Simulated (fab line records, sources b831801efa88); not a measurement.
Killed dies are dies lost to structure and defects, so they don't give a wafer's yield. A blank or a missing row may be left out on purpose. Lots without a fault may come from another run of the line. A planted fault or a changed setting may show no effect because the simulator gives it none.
One fault seen from 2 desks | flow sky130 | each desk has only its own numbers; what lay behind them comes last

THE TOOL OWNER'S DESK: wet_bench-03
The tool's own readings at SKY_SONOS_TUNNEL_STRIP_11 (strips in SPM, time 600 s): means of the sampled wafers that have a number, for each lot that ran on this tool. A lot is out of limits, marked OUT, if its mean lies more than 4 standard deviations from the usual mean; the brackets give that distance.
Columns: A = bath_guard_temp_C at SKY_SONOS_TUNNEL_STRIP_11, usual 129.8 C; B = bath_heat_duty_pct at SKY_SONOS_TUNNEL_STRIP_11, usual 14.6 %
lot  | first seen here | A     | B
L277 | day 14 16:55    | 129.4 | 17.1
L279 | day 14 19:59    | 129.5 | 17.1
L284 | day 16 13:05    | 131.1 | 13.6
L291 | day 18 16:06    | 129.4 | 13.8
This desk's finding: nothing out of limits on any of the 4 lots.

THE METROLOGY DESK
What the gauges read, lot by lot, whatever tool the lot ran on: means of the sampled wafers that have a number. A lot is out of limits, marked OUT, if its mean lies more than 4 standard deviations from the usual mean; the brackets give that distance.
Columns: A = VT_ADJUST_HVTR_TW at SKY_VT_ADJUST_HVTR_TW_MEAS_11, usual 211.9; B = SONOS_ONO_CVD_02_THK at SKY_SONOS_ONO_THK_MEAS_03, usual 10.46 nm
lot  | first seen here | A     | B
L270 | day 9 13:41     | 210.5 | 10.56
L271 | day 9 21:05     | 214.7 | 10.34
L276 | day 12 09:08    | 212.7 | 10.60
L277 | day 12 13:46    | 209.6 | 10.51
L279 | day 12 16:10    | 212.9 | 10.61
L281 | day 13 06:47    | 211.7 | 10.31
L280 | day 13 08:31    | 212.6 | -
L282 | day 13 14:44    | 211.8 | -
L284 | day 14 07:34    | 212.3 | 10.48
L289 | day 15 19:05    | 213.4 | 10.38
L290 | day 16 02:14    | 214.1 | 10.33
L291 | day 16 06:35    | 210.9 | 10.51
L292 | day 16 11:22    | 213.7 | 10.49
This desk's finding: nothing out of limits on any of the 13 lots.

PUT TOGETHER
The tool owner's desk saw nothing out of limits.
The metrology desk saw nothing out of limits.

WHAT THE SIMULATOR HAD PUT IN
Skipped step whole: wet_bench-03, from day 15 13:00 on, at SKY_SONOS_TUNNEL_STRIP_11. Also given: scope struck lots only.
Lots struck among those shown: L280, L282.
